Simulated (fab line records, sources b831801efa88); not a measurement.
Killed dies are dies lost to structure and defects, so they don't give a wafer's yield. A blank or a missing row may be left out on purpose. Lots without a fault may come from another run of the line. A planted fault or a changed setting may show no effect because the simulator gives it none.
Chamber matching | flow sky130 | SKY_PASSIVATION_CVD_02 on pecvd-04: 3 sister chambers
The step deposits Si3N4, target thk 540 nm. 3 wafers are shown with their chamber, then 7 later ones without.

WAFERS WITH THEIR CHAMBER
wafer  | chamber | heater_power_w (W)
L979.5 | 2       | 735
L982.4 | 1       | 837
L982.5 | 0       | 808

WAFERS WITHOUT THEIR CHAMBER
wafer  | heater_power_w (W)
L982.6 | 724
L984.1 | 639
L984.4 | 760
L984.6 | 675
L986.3 | 792
L986.5 | 842
L986.6 | 817

WHICH CHAMBER EACH WENT THROUGH
wafer  | from the rows above          | in truth
L982.6 | can't be placed: 2 or 0      | 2
L984.1 | can't be placed: 2 or 0      | 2
L984.4 | can't be placed: 2 or 0 or 1 | 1
L984.6 | can't be placed: 2 or 0      | 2
L986.3 | can't be placed: 0 or 1 or 2 | 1
L986.5 | can't be placed: 1 or 0      | 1
L986.6 | can't be placed: 0 or 1 or 2 | 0
Placed correctly: 0 of 7. Can't be placed from these rows: 7 (the true chamber is among the candidates in 7). Placed wrongly: 0.
How it was worked out, from the rows above alone: a wafer's distance from a chamber is the root of the sum, over the readings, of the square of ((its reading less the chamber's mean) divided by the reading's scatter). The wafer belongs to the nearest chamber; if the next one is less than 2 further off, it can't be placed. A chamber's mean is the mean of its shown wafers. The scatter: with one shown wafer a chamber, the root of the mean of the squares of how far each hidden wafer lies from its nearest shown one.
